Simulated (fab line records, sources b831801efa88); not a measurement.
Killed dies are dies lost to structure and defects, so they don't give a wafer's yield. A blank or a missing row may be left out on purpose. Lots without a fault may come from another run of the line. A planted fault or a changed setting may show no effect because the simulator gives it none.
Which tool did it? | flow gf180mcu | 11 lots, 33 wafers sampled, at 5 steps of a route of 602

WHAT THE GAUGES READ, wafer by wafer
GF_V2_OVL_MEAS_15.
lot  | measured     | on         | V2_OVL (nm)
L309 | day 22 02:08 | overlay-02 | 14 7 7
L310 | day 22 19:08 | overlay-02 | 10 8 8
L312 | day 23 09:08 | overlay-02 | 12 0 10
L313 | day 23 22:35 | overlay-02 | 4 8 11
L316 | day 24 10:42 | overlay-01 | -4 -4 1
L317 | day 24 18:35 | overlay-01 | 13 6 5
L319 | day 25 09:49 | overlay-02 | 16 15 13
L320 | day 25 23:52 | overlay-01 | 0 7 12
L321 | day 26 11:32 | overlay-02 | 13 13 15
L323 | day 26 21:36 | overlay-02 | -2 9 2
L329 | day 28 14:15 | overlay-02 | 8 10 3

GF_M3_OVL_MEAS_15.
lot  | measured     | on         | M3_OVL (nm)
L309 | day 23 02:56 | overlay-02 | -3 -3 0
L310 | day 23 20:02 | overlay-02 | -2 0 3
L312 | day 24 09:40 | overlay-01 | -6 -1 -8
L313 | day 24 22:37 | overlay-01 | 5 0 -2
L316 | day 25 11:03 | overlay-02 | -14 -11 -13
L317 | day 25 17:58 | overlay-02 | 1 -13 -12
L319 | day 26 09:25 | overlay-01 | 1 -1 5
L320 | day 26 22:31 | overlay-02 | 3 -7 -2
L321 | day 27 10:00 | overlay-02 | 1 3 4
L323 | day 27 19:58 | overlay-02 | 3 -2 -4
L329 | day 29 11:20 | overlay-01 | -10 -9 0

GF_V3_THK_MEAS_03.
lot  | measured     | on            | V3_CVD_02_THK (nm)
L309 | day 23 03:49 | film_metro-01 | 842 871 865
L310 | day 23 20:55 | film_metro-03 | 842 869 866
L312 | day 24 10:34 | film_metro-01 | 850 849 870
L313 | day 24 23:30 | film_metro-03 | 846 844 847
L316 | day 25 11:56 | film_metro-03 | 847 859 861
L317 | day 25 19:00 | film_metro-01 | 833 839 867
L319 | day 26 10:19 | film_metro-03 | 838 817 846
L320 | day 26 23:29 | film_metro-01 | 1646 1665 1663
L321 | day 27 10:57 | film_metro-02 | 844 1669 1658
L323 | day 27 20:55 | film_metro-03 | 852 862 867
L329 | day 29 12:25 | film_metro-03 | 877 863 869

WHICH TOOL RAN EACH LOT (tool, then ch and the chambers of the sampled wafers, then the start)
lot  | GF_M3_STRIP_17                       | GF_V3_CVD_02
L309 | plasma_asher-03 ch 0,1, day 23 03:04 | pecvd-02 ch 0,1,2, day 23 03:44
L310 | plasma_asher-03 ch 0,1, day 23 20:11 | pecvd-02 ch 0,1,2, day 23 20:50
L312 | plasma_asher-04 ch 0,1, day 24 09:49 | pecvd-04 ch 0,1,2, day 24 10:29
L313 | plasma_asher-04 ch 0,1, day 24 22:46 | pecvd-01 ch 0,1, day 24 23:26
L316 | plasma_asher-01 ch 0,1, day 25 11:12 | pecvd-02 ch 0,1, day 25 11:52
L317 | plasma_asher-04 ch 0,1, day 25 18:14 | pecvd-01 ch 0,1,2, day 25 18:56
L319 | plasma_asher-01 ch 0,1, day 26 09:34 | pecvd-01 ch 1,2, day 26 10:14
L320 | plasma_asher-03 ch 0,1, day 26 22:42 | pecvd-01 ch 0,2, day 26 23:25
L321 | plasma_asher-03 ch 0,1, day 27 10:11 | pecvd-01 ch 0,2, day 27 10:53
L323 | plasma_asher-01 ch 0,1, day 27 20:07 | pecvd-04 ch 0,2, day 27 20:49
L329 | plasma_asher-03 ch 0,1, day 29 11:41 | pecvd-02 ch 0,1,2, day 29 12:21
- GF_M3_STRIP_17: strips in O2/N2.
- GF_V3_CVD_02: deposits SiO2 from TEOS, target thk 850 nm, time 94.851 s.

WHAT THE TOOLS THEMSELVES READ (means of the sampled wafers that have a number; where no wafer has one, the mark that the record gives instead)
GF_M3_STRIP_17.
lot  | tool            | chamber_pressure_mTorr (mTorr) | drypump_motor_current_A (A) | heater_power_w (W) | oes_product_au (a.u.) | platen_temp_c (C) | strip_time_to_endpoint_s (s)
L309 | plasma_asher-03 | 1500.3                         | 5.6                         | 285                | 0.558                 | 249.91            | 7.88
L310 | plasma_asher-03 | 1499.7                         | 5.7                         | 290                | 0.561                 | 250.06            | 7.86
L312 | plasma_asher-04 | 1500.7                         | 5.9                         | 376                | 0.553                 | 250.06            | 7.80
L313 | plasma_asher-04 | 1499.7                         | 5.9                         | 360                | 0.556                 | 249.87            | 7.90
L316 | plasma_asher-01 | 1499.9                         | 6.1                         | 316                | 0.557                 | 249.97            | 7.82
L317 | plasma_asher-04 | 1499.7                         | 5.9                         | 371                | 0.557                 | 249.81            | 7.87
L319 | plasma_asher-01 | 1498.5                         | 5.6                         | 329                | 0.553                 | 250.19            | 7.85
L320 | plasma_asher-03 | 1500.3                         | 5.6                         | 291                | 0.561                 | 250.10            | 7.80
L321 | plasma_asher-03 | 1500.3                         | 5.6                         | 295                | 0.555                 | 249.92            | 7.81
L323 | plasma_asher-01 | 1499.0                         | 5.6                         | 324                | 0.557                 | 250.03            | 7.82
L329 | plasma_asher-03 | 1500.6                         | 5.7                         | 292                | 0.554                 | 250.01            | 7.80

GF_V3_CVD_02.
lot  | tool     | heater_power_w (W)
L309 | pecvd-02 | 567
L310 | pecvd-02 | 524
L312 | pecvd-04 | 648
L313 | pecvd-01 | 639
L316 | pecvd-02 | 511
L317 | pecvd-01 | 730
L319 | pecvd-01 | 692
L320 | pecvd-01 | 756
L321 | pecvd-01 | 770
L323 | pecvd-04 | 610
L329 | pecvd-02 | 510

THE ANSWER, worked out from the rows above alone
Rule: what is usual is taken from the lots themselves. Put in order of their means at a reading, lots are off if they are a third of the lots or fewer, leave a main group of 4 or more, and stand apart from it by a gap of 3 or more times the standard deviation of the main group's means; of several such gaps the widest counts. A main group whose means are all the same, to the digits that the tables above print for the reading, isn't used. A lot without any number at a reading at which 4 lots or more have one is off too. The other lots that the step has rows for count as sound. The gauges are gone through in route order, then the tools' own readings, and for those a lot's mean is taken as printed above. The first step at which some lot is off is used, and at that step the reading that is off furthest; a lot without a number counts as furthest.
Off: L320, L321, at GF_V3_THK_MEAS_03 (V3_CVD_02_THK). The main group: mean 854 nm, standard deviation 9.9.
A tool fits if, at a process step before that reading, it ran every lot that is off, and no sound lot after the first of them. The gauges at GF_V3_THK_MEAS_03 are tried like those tools. One fits: pecvd-01 at GF_V3_CVD_02. Its last sound lot is L319 (day 26 10:14), its first lot that is off L320 (day 26 23:25): a fault that began between those two fits.

WHAT THE SIMULATOR HAD PUT IN
Process parameter drift: pecvd-01, from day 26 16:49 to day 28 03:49, at GF_V3_CVD_02. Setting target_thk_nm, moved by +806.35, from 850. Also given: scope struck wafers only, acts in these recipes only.
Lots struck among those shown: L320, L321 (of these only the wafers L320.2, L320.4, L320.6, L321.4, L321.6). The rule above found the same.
